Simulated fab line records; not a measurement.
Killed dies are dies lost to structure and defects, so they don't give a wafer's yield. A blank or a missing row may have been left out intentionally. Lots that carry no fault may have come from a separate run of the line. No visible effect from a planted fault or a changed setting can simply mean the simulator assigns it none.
fab line records    flow sky130
record lots=11  wafers=33  last-day=50
route steps=708 shown VIA3@588 METAL4@599 VIA4@639 PAD_OPEN@708
lots that met no fault: from a run of the same line without faults
start-h: start of the lot's first displayed wafer, in hours after the record's first day    wait-h: time in hours since the lot's previous step    " identical to the entry in the row above    L1.1+2: one row covering several wafers at once    - value missing, or start not given    * or withheld: withheld    < > ~ a bound
route shown NAME@n: NAME is a module with steps in the file, n the number in the route of the first one    usual: the fault-free wafers' mean and standard deviation    same: alike in all rows    chamber/n: place in a boat    sites: each site's reading    _std_site: the standard deviation of these    _edge_site: the outer-site mean with the inner-site mean subtracted    radius-mm: how far each site lies from the wafer's centre    mask NAME#n: copy n    behind: tool/chamber where the wafer was last shaped    hold: the reason the lot was held/the length of the hold in hours/how it ended    device: which transistor (n, p or np) failed to switch    end of line: the same wafers' tests at the end of the route    a step without rows: its recipe alone    killed: count of dies lost to structure and defects at first sort (not the wafer's yield)    map: shows each die of a wafer: x if killed, . if not, _ if none is there
set.NAME: the setting as run; set.NAME@STEP: as run at that earlier step    model.NAME: the simulator's own value behind a step, which no gauge read
one table for each step of the route and one row for each wafer, over a sample of lots
services: from which hour (start-h, from the record's first day; less than 0 if before it) a tool's chamber was out of use, for how many hours, and why
## steps
# step SKY_VIA3_ETCH_15
# recipe target=SiO2  chemistry=C4F8/O2/Ar  target-depth-nm=507  stop-on=TiN  mask-material=KrF-thick  source-w=1500  bias-w=1200  pressure-mtorr=40  c4f8-flow-sccm=withheld  O2_flow_sccm=6  Ar_flow_sccm=300  time-s=78
# usual oes-product-au=0.946/0.0046
# same time-s=78
lot.wafer  tool         chamber  start-h  wait-h  oes-product-au  rf-hours-counter-h
L624.1     rie-diel-01  0        922.76   0.0     0.942           16
L624.4     "            1        "        "       0.944           27
L624.6     "            3        "        "       0.943           -
L625.1     rie-diel-03  2        932.79   0.0     0.957           7
L625.2     "            1        "        "       0.942           25
L625.6     "            2        "        "       0.943           -
L626.3     rie-diel-01  0        944.25   0.0     0.950           16
L626.5     "            3        "        "       0.951           -
L626.6     "            0        "        "       0.957           -
L628.3     rie-diel-03  1        962.04   0.0     0.949           0
L628.5     "            2        "        "       0.947           -
L628.6     "            1        "        "       0.950           -
L627.3     rie-diel-01  1        962.39   0.0     0.941           28
L627.4     "            3        "        "       0.945           17
L627.5     "            2        "        "       0.944           -
L631.1     rie-diel-01  2        977.95   0.0     0.947           26
L631.2     "            1        "        "       0.944           29
L631.5     "            1        "        "       0.944           -
L636.1     rie-diel-03  2        1015.75  0.0     0.942           9
L636.4     "            3        "        "       0.940           13
L636.5     "            0        "        "       0.949           -
L639.2     rie-diel-03  0        1031.00  0.0     0.946           11
L639.5     "            1        "        "       0.952           -
L639.6     "            2        "        "       0.943           -
L640.1     rie-diel-02  0        1035.81  0.0     0.948           15
L640.2     "            3        "        "       0.948           27
L640.3     "            2        "        "       0.946           25
L642.3     rie-diel-03  2        1058.50  0.0     0.939           11
L642.5     "            1        "        "       0.947           -
L642.6     "            0        "        "       0.938           -
L647.1     rie-diel-02  1        1083.91  0.0     0.949           5
L647.2     "            0        "        "       0.955           18
L647.5     "            0        "        "       0.946           -
# step SKY_METAL4_SPUTTER_01
# recipe material=TiN  target-thk-nm=20  power-w=6500  time-s=16.7  chamber-pressure-pa=0.4
# usual cathode-dc-power-W=6500.1/1.2  throttle-valve-pct=30.3/0.62
# same time-s=16.7
lot.wafer  tool            chamber  start-h  wait-h  cathode-dc-power-W  throttle-valve-pct
L624.1     pvd-sputter-04  -        924.22   0.0     6499.7              30.5
L624.4     "               -        "        "       6498.3              29.3
L624.6     "               -        "        "       6500.2              30.4
L625.1     pvd-sputter-02  -        934.22   0.0     6498.6              30.3
L625.2     "               -        "        "       6500.5              29.8
L625.6     "               -        "        "       6499.7              30.3
L626.3     pvd-sputter-02  -        945.59   0.0     6498.7              30.0
L626.5     "               -        "        "       6500.9              30.6
L626.6     "               -        "        "       6499.8              30.2
L628.3     pvd-sputter-04  -        963.42   0.0     6500.2              30.2
L628.5     "               -        "        "       6500.9              30.4
L628.6     "               -        "        "       6500.7              29.5
L627.3     pvd-sputter-01  -        963.74   0.0     6499.9              29.8
L627.4     "               -        "        "       6501.8              30.2
L627.5     "               -        "        "       6500.9              31.7
L631.1     pvd-sputter-02  -        979.29   0.0     6502.5              30.8
L631.2     "               -        "        "       6496.3              30.4
L631.5     "               -        "        "       6502.0              30.9
L636.1     pvd-sputter-02  -        1017.42  0.0     6500.3              30.1
L636.4     "               -        "        "       6500.8              29.7
L636.5     "               -        "        "       6500.2              29.8
L639.2     pvd-sputter-02  -        1032.37  0.0     6500.7              30.2
L639.5     "               -        "        "       6500.3              30.4
L639.6     "               -        "        "       6497.8              30.7
L640.1     pvd-sputter-01  -        1037.22  0.0     6500.0              31.8
L640.2     "               -        "        "       6498.9              30.0
L640.3     "               -        "        "       6500.3              29.9
L642.3     pvd-sputter-02  -        1059.87  0.0     6500.3              30.6
L642.5     "               -        "        "       6500.7              30.5
L642.6     "               -        "        "       6500.2              30.6
L647.1     pvd-sputter-04  -        1085.25  0.0     6502.3              30.0
L647.2     "               -        "        "       6499.0              30.6
L647.5     "               -        "        "       6501.4              30.3
# step SKY_METAL4_DESCUM_15
# recipe chemistry=O2  source-power-w=150  bias-power-w=0  pressure-mtorr=10  temp-c=40  time-s=8
# usual drypump-motor-current-A=5.6/0.34  oes-product-au=0.996/0.01
# same time-s=8
lot.wafer  tool          chamber  start-h  wait-h  drypump-motor-current-A  oes-product-au  rf-hours-counter-h
L624.1     rie-metal-04  0        973.26   0.0     5.7                      1.018           20
L624.4     "             0        "        "       5.7                      1.015           -
L624.6     "             1        "        "       5.7                      1.007           -
L625.1     rie-metal-02  0        982.49   0.0     5.9                      0.985           16
L625.2     "             1        "        "       6.0                      1.003           12
L625.6     "             1        "        "       6.0                      0.998           -
L626.3     rie-metal-02  1        993.85   0.0     6.0                      0.995           -
L626.5     "             0        "        "       5.9                      0.984           -
L626.6     "             1        "        "       6.0                      0.989           -
L628.3     rie-metal-01  1        1012.03  0.0     5.0                      0.998           -
L628.5     "             0        "        "       5.3                      0.985           -
L628.6     "             1        "        "       5.0                      0.995           -
L627.3     rie-metal-04  1        1012.60  0.0     5.7                      1.004           -
L627.4     "             0        "        "       5.7                      1.014           -
L627.5     "             0        "        "       5.7                      1.015           -
L631.1     rie-metal-04  1        1026.42  0.0     5.7                      1.008           13
L631.2     "             0        "        "       5.7                      1.021           23
L631.5     "             0        "        "       5.7                      1.012           -
L636.1     rie-metal-04  1        1063.62  0.0     5.7                      0.991           15
L636.4     "             1        "        "       5.7                      1.001           -
L636.5     "             1        "        "       5.7                      0.997           -
L639.2     rie-metal-02  1        1075.54  0.0     6.0                      1.000           18
L639.5     "             1        "        "       6.0                      1.003           -
L639.6     "             0        "        "       5.9                      0.992           -
L640.1     rie-metal-01  1        1080.69  0.0     5.0                      0.995           22
L640.2     "             0        "        "       5.3                      0.990           11
L640.3     "             0        "        "       5.3                      0.995           -
L642.3     rie-metal-01  1        1102.95  0.0     5.0                      1.000           -
L642.5     "             0        "        "       5.3                      0.994           -
L642.6     "             1        "        "       4.9                      0.997           -
L647.1     rie-metal-02  1        1125.46  0.0     6.0                      0.994           21
L647.2     "             0        "        "       5.9                      0.986           25
L647.5     "             0        "        "       5.9                      0.994           -
# step SKY_VIA4_HDPCVD_00
# recipe material=SiO2  target-thk-nm=1750  sigma-open-frac=0.3  time-s=291.7  temp-c=400  sih4-flow-sccm=60  pressure-mtorr=6
# usual pressure-mtorr=6.000/0.012  run-length-s=319.6/0.51
lot.wafer  tool       chamber  start-h  wait-h  pressure-mtorr  run-length-s
L624.1     hdpcvd-01  2        974.27   0.0     5.983           320.1
L624.4     "          2        "        "       5.989           320.1
L624.6     "          0        "        "       6.018           318.5
L625.1     hdpcvd-02  0        983.40   0.0     6.018           320.0
L625.2     "          1        "        "       5.997           320.3
L625.6     "          0        "        "       6.007           320.5
L626.3     hdpcvd-02  1        994.75   0.0     5.999           319.7
L626.5     "          0        "        "       5.985           320.2
L626.6     "          1        "        "       6.001           320.3
L628.3     hdpcvd-01  1        1012.94  0.0     5.989           319.8
L628.5     "          0        "        "       6.003           319.2
L628.6     "          2        "        "       6.000           319.6
L627.3     hdpcvd-02  0        1013.54  0.0     5.992           320.4
L627.4     "          2        "        "       6.010           319.9
L627.5     "          1        "        "       5.988           319.7
L631.1     hdpcvd-02  1        1027.34  0.0     6.002           319.6
L631.2     "          0        "        "       5.978           358.0
L631.5     "          0        "        "       6.000           358.3
L636.1     hdpcvd-02  1        1068.43  3.8     5.993           320.2
L636.4     "          2        "        "       5.992           319.3
L636.5     "          0        "        "       6.011           358.5
L639.2     hdpcvd-01  2        1076.46  0.0     6.000           319.7
L639.5     "          0        "        "       5.981           318.8
L639.6     "          2        "        "       6.012           319.6
L640.1     hdpcvd-01  0        1081.90  0.0     5.990           318.7
L640.2     "          1        "        "       6.016           319.4
L640.3     "          2        "        "       6.017           319.7
L642.3     hdpcvd-01  2        1103.86  0.0     6.009           319.4
L642.5     "          1        "        "       6.003           319.5
L642.6     "          2        "        "       5.990           319.7
L647.1     hdpcvd-01  2        1126.38  0.0     6.009           319.7
L647.2     "          1        "        "       6.024           319.4
L647.5     "          2        "        "       6.009           319.9
# step SKY_VIA4_THK_MEAS_01
# recipe reads=SiO2_of_VIA4_HDPCVD_00
# usual VIA4_HDPCVD_THK=1756/16
lot.wafer  tool           chamber  start-h  wait-h  VIA4_HDPCVD_THK[nm]
L624.1     film-metro-01  -        974.45   0.1     1742
L624.4     "              -        "        "       1777
L624.6     "              -        "        "       1777
L625.1     film-metro-01  -        983.58   0.1     1757
L625.2     "              -        "        "       1782
L625.6     "              -        "        "       1762
L626.3     film-metro-01  -        994.95   0.1     1754
L626.5     "              -        "        "       1754
L626.6     "              -        "        "       1754
L628.3     film-metro-03  -        1013.14  0.1     1772
L628.5     "              -        "        "       1775
L628.6     "              -        "        "       1772
L627.3     film-metro-01  -        1013.74  0.1     1748
L627.4     "              -        "        "       1773
L627.5     "              -        "        "       1764
L631.1     film-metro-01  -        1027.52  0.1     1767
L631.2     "              -        "        "       1958
L631.5     "              -        "        "       1976
L636.1     film-metro-02  -        1068.61  0.1     1769
L636.4     "              -        "        "       1747
L636.5     "              -        "        "       1979
L639.2     film-metro-01  -        1076.64  0.1     1771
L639.5     "              -        "        "       1751
L639.6     "              -        "        "       1780
L640.1     film-metro-03  -        1082.08  0.1     1768
L640.2     "              -        "        "       1751
L640.3     "              -        "        "       1772
L642.3     film-metro-03  -        1104.05  0.1     1773
L642.5     "              -        "        "       1766
L642.6     "              -        "        "       1767
L647.1     film-metro-01  -        1126.56  0.1     1779
L647.2     "              -        "        "       1770
L647.5     "              -        "        "       1770
# step SKY_PAD_OPEN_PROBE_99
# usual defect-limited-yield=82.8/2.1  killed_at_M0_to_M3=43/7.7  killed_at_M4_up=3.1/1.7  killed-at-contacts=23/4.8  killed-at-front-end=15/4.5  killed-at-other=0.3/0.58  killed-dies=85/10  killed-on-rim=17/3.8  killed-open=46/7.5  killed-short=38/6.5  sort_bin_3_pad_short=0.8/0.38  sort_bin_5_function=10.3/1.7  sort_bin_6_memory=6.1/1.1  sort-n-pass=407/10  sort-yield-pct=82.8/2.1
# same gross-dies=492  killed-at-back-side=0  sort_bin_4_leakage[%]=0  sort_bin_8_speed[%]=0
lot.wafer  tool       chamber  start-h  wait-h  defect-limited-yield[%]  killed_at_M0_to_M3  killed_at_M4_up  killed-at-contacts  killed-at-front-end  killed-at-other  killed-dies  killed-on-rim  killed-open  killed-short  sort_bin_3_pad_short[%]  sort_bin_5_function[%]  sort_bin_6_memory[%]  sort-n-pass  sort-yield-pct[%]
L631.1     prober-02  -        1116.69  0.1     82.1                     42                  3                23                  19                   1                88           22             47           40            1.2                      9.6                     7.1                   404          82.1
L631.2     prober-02  -        1116.74  0.1     81.5                     51                  2                26                  12                   0                91           14             39           49            1.4                      11.8                    5.3                   401          81.5
L631.5     prober-02  -        1116.89  0.2     84.3                     38                  4                24                  11                   0                77           15             46           31            0.6                      10.8                    4.3                   415          84.3
L639.2     prober-01  -        1159.68  0.1     80.7                     45                  4                20                  25                   1                95           21             45           50            0.6                      11.6                    7.1                   397          80.7
L639.5     prober-01  -        1159.83  0.2     82.5                     40                  4                27                  15                   0                86           19             51           35            1.0                      8.1                     8.3                   406          82.5
L639.6     prober-01  -        1159.88  0.2     84.1                     39                  3                17                  19                   0                78           13             47           31            0.2                      10.0                    5.7                   414          84.1
L640.2     prober-02  -        1164.09  0.1     83.9                     41                  6                19                  11                   2                79           18             43           36            0.6                      11.0                    4.5                   413          83.9
L640.3     prober-02  -        1164.14  0.2     82.7                     44                  1                23                  17                   0                85           18             42           43            1.2                      9.3                     6.7                   407          82.7
L642.3     prober-02  -        1183.05  0.2     85.2                     31                  3                23                  16                   0                73           18             44           29            0.6                      9.1                     5.1                   419          85.2
L642.5     prober-02  -        1183.15  0.2     79.3                     56                  1                27                  17                   1                102          17             59           43            0.8                      12.6                    7.3                   390          79.3
# killed by level:class
L631.1 CONTACT:geometric-particle:open=11 VIA1:geometric-particle:open=8 VIA2:geometric-particle:open=7 METAL2:geometric-particle:short=7 CONTACT:geometric-particle:short=6 POLY_GATE:geometric-particle:open=5 VIA1:geometric-particle:short=5 METAL2:geometric-particle:open=4
L631.2 METAL2:geometric-particle:short=12 VIA1:geometric-particle:open=9 CONTACT:geometric-particle:open=9 FIELD_ISO:geometric-particle:short=6 LI_CONTACT:geometric-particle:open=6 METAL3:geometric-particle:short=6 METAL1:geometric-particle:short=5 CONTACT:geometric-particle:short=4
L631.5 CONTACT:geometric-particle:open=12 VIA1:geometric-particle:open=8 METAL1:geometric-particle:short=6 FIELD_ISO:geometric-particle:open=5 VIA3:geometric-particle:open=5 LI_CONTACT:geometric-particle:open=4 LOCAL_INTERCONNECT:geometric-particle:short=4 VIA2:geometric-particle:open=4
L639.2 VIA1:geometric-particle:open=10 FIELD_ISO:geometric-particle:short=9 POLY_GATE:geometric-particle:short=8 CONTACT:geometric-particle:open=7 VIA2:geometric-particle:open=6 VIA3:geometric-particle:open=6 CONTACT:geometric-particle:short=5 VIA1:geometric-particle:short=5
L639.5 CONTACT:geometric-particle:open=11 VIA1:geometric-particle:open=11 POLY_GATE:geometric-particle:open=8 VIA3:geometric-particle:open=8 LOCAL_INTERCONNECT:geometric-particle:short=6 METAL1:geometric-particle:short=6 VIA2:geometric-particle:short=5 LI_CONTACT:geometric-particle:open=4
L639.6 VIA3:geometric-particle:open=12 VIA1:geometric-particle:open=10 LI_CONTACT:geometric-particle:open=8 FIELD_ISO:geometric-particle:short=6 POLY_GATE:geometric-particle:open=4 FIELD_ISO:geometric-particle:open=3 POLY_GATE:geometric-particle:short=3 LI_CONTACT:geometric-particle:short=3
L640.2 VIA1:geometric-particle:open=12 LI_CONTACT:geometric-particle:open=9 METAL2:geometric-particle:short=8 VIA3:geometric-particle:open=8 METAL4:geometric-particle:short=6 LOCAL_INTERCONNECT:geometric-particle:short=4 CONTACT:geometric-particle:open=4 VIA1:geometric-particle:short=4
L640.3 METAL2:geometric-particle:short=10 CONTACT:geometric-particle:open=9 METAL1:geometric-particle:short=9 FIELD_ISO:geometric-particle:open=7 LI_CONTACT:geometric-particle:open=7 VIA3:geometric-particle:open=7 VIA2:geometric-particle:open=5 FIELD_ISO:geometric-particle:short=4
L642.3 CONTACT:geometric-particle:open=8 LI_CONTACT:geometric-particle:open=7 POLY_GATE:geometric-particle:open=6 METAL1:geometric-particle:short=6 VIA1:geometric-particle:open=5 VIA3:geometric-particle:open=5 VIA2:geometric-particle:open=4 FIELD_ISO:geometric-particle:open=3
L642.5 VIA1:geometric-particle:open=13 VIA2:geometric-particle:open=13 CONTACT:geometric-particle:open=7 LI_CONTACT:geometric-particle:open=7 VIA3:geometric-particle:open=7 LOCAL_INTERCONNECT:geometric-particle:short=6 METAL3:geometric-particle:short=5 POLY_GATE:geometric-particle:short=4
## services
tool            chamber  start-h  hours  kind
rie-diel-01     3        902.48   4.3    repair
rie-diel-01     1        904.45   1.9    repair
pvd-sputter-04  -        920.08   2.5    repair
rie-diel-02     2        930.95   2.9    repair
hdpcvd-01       -        932.03   2.8    pm
rie-diel-01     2        943.30   9.6    repair
rie-diel-01     0        947.26   8.4    repair
hdpcvd-01       -        950.25   15.0   pm
rie-metal-01    -        990.47   0.1    repair
rie-metal-04    0        1001.31  3.9    repair
rie-diel-03     -        1002.20  2.8    pm
rie-diel-03     1        1008.56  5.7    repair
pvd-sputter-04  -        1011.52  1.2    repair
hdpcvd-01       2        1021.10  5.5    repair
hdpcvd-02       -        1040.29  28.0   repair
rie-diel-01     0        1047.13  11.6   repair
rie-diel-03     3        1053.23  6.1    repair
hdpcvd-01       -        1064.11  9.8    repair
hdpcvd-02       -        1073.95  2.8    pm
rie-diel-03     1        1081.83  3.0    repair
pvd-sputter-04  -        1081.88  2.4    repair
pvd-sputter-04  -        1086.63  4.4    repair
rie-metal-02    1        1088.59  1.1    repair
rie-metal-04    1        1107.58  4.5    repair
## key
first-sign step=SKY_VIA4_HDPCVD_00  reading=run-length-s  direction=up  sigmas=77  usual=*  struck=*
effect step=SKY_VIA4_THK_MEAS_01  reading=VIA4_HDPCVD_THK  direction=up  sigmas=13  usual=1756  struck=1971
met-at SKY_VIA4_HDPCVD_00
struck-lots L631,L636
struck-wafers L631.2,L631.5,L636.5
not-acting-at SKY_VIA3_ETCH_15,SKY_METAL4_SPUTTER_01,SKY_METAL4_DESCUM_15
onset-between 1013.54 1027.34
fault kind=process-parameter-drift  tool=hdpcvd-02  chamber=0  onset-h=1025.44  steps=SKY_VIA4_HDPCVD_00  channel=time-s  offset=*  shape=step  end-h=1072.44  acts-in=*  stated=*
